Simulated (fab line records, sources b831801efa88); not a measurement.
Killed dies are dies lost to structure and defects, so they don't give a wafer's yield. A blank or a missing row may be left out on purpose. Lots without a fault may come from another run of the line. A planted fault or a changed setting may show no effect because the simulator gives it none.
fab line records | flow sky130
record lots=14 wafers=40 last_day=49
route steps=708 shown SONOS_TUNNEL@160
lots that met no fault: from a run of the same line without faults
start_h: hours from the record's first day to the start of the lot's first wafer shown | wait_h: hours since the lot's step before | " the same as in the row above | L1.1+2: a row that stands for several wafers | - no value, or no start given | * or withheld: withheld | < > ~ a bound
route shown NAME@n: a module of which the file shows steps, and the number in the route of the first | usual: mean/standard deviation of fault-free wafers | same: alike in all rows | chamber/n: place in a boat | sites: the reading at each site | _std_site: their standard deviation | _edge_site: outer sites' mean less inner sites' | radius_mm: how far each site lies from the wafer's centre | mask NAME#n: copy n | behind: the tool/chamber that last shaped the wafer | hold: why the lot was held/for how many hours/how that ended | device: the transistor (n, p or np) that didn't switch | end of line: the same wafers' tests at the end of the route | a step without rows: its recipe alone | killed: dies lost to structure and defects at the first sort, not the wafer's yield | map: a wafer's dies, x killed, . not, _ none there
set.NAME: the setting as run; set.NAME@STEP: as run at that earlier step | model.NAME: the simulator's own value behind a step, which no gauge read
steps of the route over a sample of lots; a table a step, a row a wafer
## steps
# step SKY_SONOS_TUNNEL_DEVELOP_06
# recipe resist=NOVOLAK developer=TMAH develop_time_s=60 dev_temp_c=23
# columns lot.wafer tool chamber start_h wait_h
L846.1+3+5 litho_track-02 0 248.78 0.1
L847.1+3+4 litho_track-02 0 252.28 0.1
L848.3+4+6 litho_track-03 0 261.23 0.1
L849.2+3+5 litho_track-01 0 273.03 0.1
L850.2+3+4 litho_track-03 0 276.66 0.1
L851.3+4+6 litho_track-02 0 282.47 0.1
L853.2+5+6 litho_track-03 0 299.11 0.1
L854.3+4+6 litho_track-03 0 305.08 0.1
L855.2+3+5 litho_track-03 0 309.91 0.1
L856.1+2+4 litho_track-02 0 321.27 0.1
L857.2+3+4 litho_track-03 0 333.66 0.1
L858.3+4+6 litho_track-02 0 335.37 0.1
L861.3+5 litho_track-02 0 365.02 0.1
L862.2+4 litho_track-02 0 381.80 0.1
# step SKY_SONOS_TUNNEL_CD_MEAS_07
# recipe target_cd_nm=410
# usual cd_nm=410.5/2.2
# columns lot.wafer tool chamber start_h wait_h cd_nm
L846.1 cd_sem-02 - 248.93 0.1 406.0
L846.3 " - " " 409.5
L846.5 " - " " 406.5
L847.1 cd_sem-02 - 252.43 0.1 406.9
L847.3 " - " " 407.2
L847.4 " - " " 408.3
L848.3 cd_sem-01 - 261.37 0.1 409.1
L848.4 " - " " 408.5
L848.6 " - " " 409.0
L849.2 cd_sem-02 - 273.17 0.1 407.9
L849.3 " - " " 406.8
L849.5 " - " " 410.2
L850.2 cd_sem-02 - 276.80 0.1 408.3
L850.3 " - " " 409.3
L850.4 " - " " 407.2
L851.3 cd_sem-01 - 282.61 0.1 410.0
L851.4 " - " " 408.5
L851.6 " - " " 412.2
L853.2 cd_sem-02 - 299.25 0.1 410.2
L853.5 " - " " 412.7
L853.6 " - " " 411.6
L854.3 cd_sem-02 - 305.22 0.1 408.1
L854.4 " - " " 408.1
L854.6 " - " " 411.0
L855.2 cd_sem-02 - 310.05 0.1 410.3
L855.3 " - " " 409.4
L855.5 " - " " 407.7
L856.1 cd_sem-01 - 321.42 0.1 410.7
L856.2 " - " " 408.7
L856.4 " - " " 409.7
L857.2 cd_sem-02 - 333.80 0.1 408.6
L857.3 " - " " 411.6
L857.4 " - " " 408.7
L858.3 cd_sem-01 - 335.51 0.1 411.1
L858.4 " - " " 409.5
L858.6 " - " " 410.0
L861.3 cd_sem-01 - 365.16 0.1 414.3
L861.5 " - " " 446.5
L862.2 cd_sem-02 - 381.94 0.1 446.4
L862.4 " - " " 414.8
## key
first_sign step=SKY_SONOS_TUNNEL_CD_MEAS_07 reading=cd_nm direction=up sigmas=16 usual=410.5 struck=446.4
effect none on later readings
met_at SKY_SONOS_TUNNEL_DEVELOP_06
struck_lots L861,L862
struck_wafers L861.5,L862.2
tester_left_out L861,L862
onset_between 335.37 365.02
fault kind=process_parameter_drift tool=litho_track-02 chamber=- onset_h=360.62 steps=SKY_SONOS_TUNNEL_DEVELOP_06 channel=develop_time_s offset=* shape=step end_h=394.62 scope=struck_wafers_only acts_in=* stated=*
# tester_left_out: of these lots the tester's yield and bins aren't shown, on N5 and GAA mostly nor the transistor test; their killed dies are dies lost to structure and defects alone, not to doping, threshold or leakage, so they don't give the yield
